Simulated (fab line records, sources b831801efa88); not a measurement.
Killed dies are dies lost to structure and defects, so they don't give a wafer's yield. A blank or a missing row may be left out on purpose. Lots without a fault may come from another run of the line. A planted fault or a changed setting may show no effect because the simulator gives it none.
fab line records | flow gf180mcu
record lots=14 wafers=42 last_day=34
route steps=602 shown CONTACT@288 M1@316
lots that met no fault: from a run of the same line without faults
start_h: hours from the record's first day to the start of the lot's first wafer shown | wait_h: hours since the lot's step before | " the same as in the row above | L1.1+2: a row that stands for several wafers | - no value, or no start given | * or withheld: withheld | < > ~ a bound
route shown NAME@n: a module of which the file shows steps, and the number in the route of the first | usual: mean/standard deviation of fault-free wafers | same: alike in all rows | chamber/n: place in a boat | sites: the reading at each site | _std_site: their standard deviation | _edge_site: outer sites' mean less inner sites' | radius_mm: how far each site lies from the wafer's centre | mask NAME#n: copy n | behind: the tool/chamber that last shaped the wafer | hold: why the lot was held/for how many hours/how that ended | device: the transistor (n, p or np) that didn't switch | end of line: the same wafers' tests at the end of the route | a step without rows: its recipe alone | killed: dies lost to structure and defects at the first sort, not the wafer's yield | map: a wafer's dies, x killed, . not, _ none there
set.NAME: the setting as run; set.NAME@STEP: as run at that earlier step | model.NAME: the simulator's own value behind a step, which no gauge read
steps of the route over a sample of lots; a table a step, a row a wafer
services: from which hour (start_h, from the record's first day; less than 0 if before it) a tool's chamber was out of use, for how many hours, and why
## steps
# step GF_CONTACT_THK_MEAS_01
# recipe reads=SiO2_of_CONTACT_CVD_00
# usual CONTACT_CVD_00_THK=299/3.7
# columns lot.wafer tool chamber start_h wait_h CONTACT_CVD_00_THK[nm]
L182.3 film_metro-04 - 352.14 0.0 301
L182.4 " - " " 302
L182.5 " - " " 304
L185.1 film_metro-04 - 372.71 0.0 293
L185.3 " - " " 295
L185.4 " - " " 295
L186.1 film_metro-01 - 381.89 0.0 303
L186.4 " - " " 301
L186.5 " - " " 304
L187.1 film_metro-01 - 391.37 0.0 300
L187.5 " - " " 302
L187.6 " - " " 298
L188.1 film_metro-04 - 396.06 0.0 306
L188.4 " - " " 307
L188.6 " - " " 301
L189.4 film_metro-01 - 409.14 0.0 297
L189.5 " - " " 301
L189.6 " - " " 295
L190.1 film_metro-01 - 415.82 0.0 301
L190.2 " - " " 297
L190.5 " - " " 302
L191.1 film_metro-01 - 426.86 0.0 304
L191.3 " - " " 302
L191.6 " - " " 301
L192.1 film_metro-01 - 434.90 0.0 301
L192.4 " - " " 299
L192.6 " - " " 297
L200.3 film_metro-02 - 506.55 0.0 300
L200.4 " - " " 303
L200.6 " - " " 303
L201.3 film_metro-01 - 513.28 0.0 298
L201.4 " - " " 297
L201.6 " - " " 296
L202.3 film_metro-02 - 523.63 0.0 297
L202.4 " - " " 302
L202.5 " - " " 293
L203.2 film_metro-01 - 525.48 0.0 298
L203.3 " - " " 303
L203.6 " - " " 303
L204.2 film_metro-01 - 535.41 0.0 303
L204.4 " - " " 304
L204.6 " - " " 300
# step GF_CONTACT_THK_MEAS_03
# recipe reads=SiO2_of_CONTACT_CVD_02
# usual CONTACT_CVD_02_THK=858/17
# columns lot.wafer tool chamber start_h wait_h CONTACT_CVD_02_THK[nm]
L182.3 film_metro-04 - 352.27 0.1 836
L182.4 " - " " 865
L182.5 " - " " 846
L185.1 film_metro-01 - 372.84 0.0 839
L185.3 " - " " 836
L185.4 " - " " 839
L186.1 film_metro-02 - 382.02 0.0 837
L186.4 " - " " 872
L186.5 " - " " 863
L187.1 film_metro-04 - 391.53 0.1 829
L187.5 " - " " 850
L187.6 " - " " 847
L188.1 film_metro-04 - 396.19 0.0 861
L188.4 " - " " 881
L188.6 " - " " 865
L189.4 film_metro-02 - 409.27 0.0 875
L189.5 " - " " 850
L189.6 " - " " 860
L190.1 film_metro-02 - 415.95 0.0 864
L190.2 " - " " 837
L190.5 " - " " 848
L191.1 film_metro-02 - 426.99 0.0 864
L191.3 " - " " 840
L191.6 " - " " 852
L192.1 film_metro-02 - 435.03 0.0 846
L192.4 " - " " 872
L192.6 " - " " 850
L200.3 film_metro-04 - 506.68 0.1 850
L200.4 " - " " 856
L200.6 " - " " 852
L201.3 film_metro-04 - 513.41 0.1 843
L201.4 " - " " 853
L201.6 " - " " 855
L202.3 film_metro-01 - 523.76 0.1 876
L202.4 " - " " 876
L202.5 " - " " 895
L203.2 film_metro-04 - 525.61 0.0 879
L203.3 " - " " 849
L203.6 " - " " 897
L204.2 film_metro-01 - 535.54 0.0 876
L204.4 " - " " 893
L204.6 " - " " 850
# step GF_CONTACT_EXPOSE_11
# recipe mask_id=Contact target_cd_nm=220 na=0.68 source_shape=conventional sigma_outer=0.6 dose_mj=38
# usual exposure_dose_mJ_cm2=38.49/0.038 focus_offset_nm=0.0/0.53
# columns lot.wafer tool chamber start_h wait_h mask exposure_dose_mJ_cm2 focus_offset_nm
L182.3 krf_scanner-02 0 363.88 - Contact#0 38.50 -0.6
L182.4 " 0 " " Contact#0 38.45 -0.7
L182.5 " 0 " " Contact#0 38.48 -1.1
L185.1 krf_scanner-01 0 384.69 - Contact#0 38.49 0.3
L185.3 " 0 " " Contact#0 38.50 0.1
L185.4 " 0 " " Contact#0 38.51 -0.4
L186.1 krf_scanner-02 0 394.35 - Contact#0 38.51 0.1
L186.4 " 0 " " Contact#0 38.54 0.2
L186.5 " 0 " " Contact#0 38.52 -0.6
L187.1 krf_scanner-01 0 403.40 - Contact#0 38.55 -0.2
L187.5 " 0 " " Contact#0 38.43 -0.5
L187.6 " 0 " " Contact#0 38.51 -0.2
L188.1 krf_scanner-02 0 408.10 - Contact#0 38.50 0.0
L188.4 " 0 " " Contact#0 38.47 -0.4
L188.6 " 0 " " Contact#0 38.56 -1.0
L189.4 krf_scanner-02 0 421.54 - Contact#0 38.47 0.5
L189.5 " 0 " " Contact#0 38.49 -0.3
L189.6 " 0 " " Contact#0 38.49 -0.5
L190.1 krf_scanner-02 - 428.60 - Contact#0 - -
L190.2 " - " " Contact#0 - -
L190.5 " - " " Contact#0 - -
L191.1 krf_scanner-02 - 440.08 - Contact#0 - -
L191.3 " - " " Contact#0 - -
L191.6 " - " " Contact#0 - -
L192.1 krf_scanner-02 0 447.59 - Contact#0 38.54 0.8
L192.4 " 0 " " Contact#0 38.53 0.4
L192.6 " 0 " " Contact#0 38.48 0.3
L200.3 krf_scanner-01 0 518.54 - Contact#0 38.46 -0.7
L200.4 " 0 " " Contact#0 38.50 -0.7
L200.6 " 0 " " Contact#0 38.46 -0.7
L201.3 krf_scanner-02 0 526.35 - Contact#0 38.49 0.6
L201.4 " 0 " " Contact#0 38.49 0.7
L201.6 " 0 " " Contact#0 38.52 1.0
L202.3 krf_scanner-02 0 535.59 - Contact#0 38.52 0.6
L202.4 " 0 " " Contact#0 38.54 -0.2
L202.5 " 0 " " Contact#0 38.54 0.4
L203.2 krf_scanner-02 0 537.71 - Contact#0 38.49 0.2
L203.3 " 0 " " Contact#0 38.43 0.7
L203.6 " 0 " " Contact#0 38.48 0.4
L204.2 krf_scanner-02 0 547.42 - Contact#0 38.50 1.3
L204.4 " 0 " " Contact#0 38.48 0.8
L204.6 " 0 " " Contact#0 38.51 -0.7
# step GF_M1_SPUTTER_01
# recipe material=TiN target_thk_nm=30 power_w=6500 time_s=25 chamber_pressure_pa=0.4
# usual throttle_valve_pct=29.8/0.54
# columns lot.wafer tool chamber start_h wait_h throttle_valve_pct
L182.3 pvd_sputter-03 - 376.72 0.1 29.4
L182.4 " - " " 28.9
L182.5 " - " " 30.1
L185.1 pvd_sputter-03 - 397.10 0.1 29.9
L185.3 " - " " 30.2
L185.4 " - " " 28.8
L186.1 pvd_sputter-01 - 406.28 0.1 31.0
L186.4 " - " " 29.6
L186.5 " - " " 31.2
L187.1 pvd_sputter-04 - 416.39 0.1 29.9
L187.5 " - " " 30.1
L187.6 " - " " 29.8
L188.1 pvd_sputter-03 - 420.62 0.1 29.7
L188.4 " - " " 29.0
L188.6 " - " " 30.2
L189.4 pvd_sputter-04 - 434.94 0.1 30.4
L189.5 " - " " 30.1
L189.6 " - " " 29.4
L192.1 pvd_sputter-04 - 461.19 0.1 30.3
L192.4 " - " " 30.0
L192.6 " - " " 30.3
L200.3 pvd_sputter-01 - 530.73 0.1 29.6
L200.4 " - " " 29.4
L200.6 " - " " 31.3
L201.3 pvd_sputter-04 - 539.11 0.1 29.7
L201.4 " - " " 30.2
L201.6 " - " " 30.0
L202.3 pvd_sputter-04 - 548.18 0.1 29.7
L202.4 " - " " 29.5
L202.5 " - " " 29.6
L203.2 pvd_sputter-01 - 550.48 0.1 29.5
L203.3 " - " " 30.9
L203.6 " - " " 31.1
L204.2 pvd_sputter-01 - 559.55 0.1 29.4
L204.4 " - " " 29.6
L204.6 " - " " 31.1
## services
# columns tool chamber start_h hours kind
krf_scanner-01 - 370.57 0.8 pm
krf_scanner-01 - 384.83 1.0 pm
krf_scanner-01 - 390.43 1.3 pm
krf_scanner-02 - 394.63 4.1 repair
krf_scanner-02 - 398.72 0.8 pm
krf_scanner-02 - 429.82 1.0 pm
krf_scanner-02 - 437.88 0.5 repair
pvd_sputter-01 - 438.59 1.9 repair
krf_scanner-01 0 447.24 - calibration
pvd_sputter-03 - 453.78 8.7 repair
krf_scanner-02 - 465.59 1.3 pm
krf_scanner-02 - 474.28 8.9 repair
krf_scanner-02 - 476.93 0.4 repair
krf_scanner-02 - 503.00 3.6 pm
krf_scanner-02 0 507.63 - calibration
krf_scanner-01 - 539.37 0.8 pm
pvd_sputter-03 - 541.97 1.4 repair
krf_scanner-02 - 552.76 0.3 repair
krf_scanner-01 - 553.83 1.0 pm
## key
first_sign step=GF_CONTACT_EXPOSE_11 reading=tool_record direction=missing
effect none on later readings
met_at GF_CONTACT_EXPOSE_11
struck_lots L190,L191
later_rows_left_out L190.1,L190.2,L190.5,L191.1,L191.3,L191.6
sort_left_out L190.1,L190.2,L190.5,L191.1,L191.3,L191.6
tester_left_out L190,L191
not_acting_at GF_CONTACT_THK_MEAS_01,GF_CONTACT_THK_MEAS_03,GF_M1_SPUTTER_01
onset_between 421.54 428.60
fault kind=skipped_step_whole tool=krf_scanner-02 chamber=- onset_h=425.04 steps=GF_CONTACT_EXPOSE_11 scope=struck_lots_only
# tester_left_out: of these lots the tester's yield and bins aren't shown, on N5 and GAA mostly nor the transistor test; their killed dies are dies lost to structure and defects alone, not to doping, threshold or leakage, so they don't give the yield
# sort_left_out: the simulated sort isn't trusted on such a fault, so these wafers' sort isn't shown, and their yield isn't known
# later_rows_left_out: the simulator's readings of these wafers behind a module that went badly wrong aren't trusted and aren't shown, but for the sort
